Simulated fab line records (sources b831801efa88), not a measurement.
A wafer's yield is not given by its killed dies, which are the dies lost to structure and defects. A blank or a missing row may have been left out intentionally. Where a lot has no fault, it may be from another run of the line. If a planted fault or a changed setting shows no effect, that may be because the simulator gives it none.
A single fault, viewed from 2 desks	flow sky130	only its own numbers are on each desk; what lay behind them is given at the end

THE METROLOGY DESK
What the gauges read for every lot (on any tool): the sampled wafers with a number, averaged. Marked OUT: a lot whose mean sits more than 4 standard deviations from the usual mean, which makes it out of limits; the brackets give that distance.
Columns: A = POLY_CUT_OVL at SKY_POLY_CUT_OVL_MEAS_09, usual 0 nm; B = CAP2M_TIN_RS at SKY_CAP2M_RS_MEAS_03, usual 6.93 ohm/sq; C = CAP2M_TIN_THK at SKY_CAP2M_THK_MEAS_04, usual 198.5 nm
lot	first seen here	A	B	C
L793	day 24 05:57	-4	6.87	201.1
L795	day 24 19:28	-5	6.91	198.7
L798	day 26 07:50	-4	6.95	198.0
L799	day 27 08:55	-3	6.92	197.3
L801	day 27 14:53	5	6.89	199.2
L805	day 28 16:53	1	6.30 (-11) OUT	222.7 (+14) OUT
L814	day 31 09:18	-1	6.92	198.5
L815	day 31 19:35	-8	6.84	201.0
L816	day 31 23:50	4	6.97	195.8
This desk's finding: out of limits on L805; first on L805, day 43 14:02 (CAP2M_TIN_RS at SKY_CAP2M_RS_MEAS_03). Within limits: L793, L795, L798, L799, L801, L814, L815, L816.

FOR THE TOOL OWNER'S DESK: pvd-sputter-02
At SKY_CAP2M_SPUTTER_02 (material TiN, target thk 200 nm, time 166.7 s) the tool's own readings: per lot run on this tool, the mean of the sampled wafers that have a number. Marked OUT: a lot whose mean sits more than 4 standard deviations from the usual mean, which makes it out of limits; the brackets give that distance.
Columns: A = throttle-valve-pct at SKY_CAP2M_SPUTTER_02, usual 30.2 %
lot	first seen here	A
L798	day 41 11:44	29.7
L805	day 43 13:55	29.5
L816	day 46 03:07	29.5
This desk's finding: nothing out of limits on any of the 3 lots.

PUT TOGETHER
At day 43 14:02 the metrology desk could have sounded an alarm, on L805.
The tool owner's desk saw nothing out of limits.
Tool owner's desk: L805 on record, inside its limits.
Of the lots named, all ran SKY_CAP2M_SPUTTER_02 on pvd-sputter-02.

WHAT THE SIMULATOR HAD PUT IN
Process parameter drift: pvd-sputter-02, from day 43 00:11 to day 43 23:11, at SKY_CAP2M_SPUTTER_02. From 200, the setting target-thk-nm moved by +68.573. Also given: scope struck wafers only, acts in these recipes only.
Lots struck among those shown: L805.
Per desk, hours elapsed from the start of the fault to the first reading out of limits: for the metrology desk, 14.
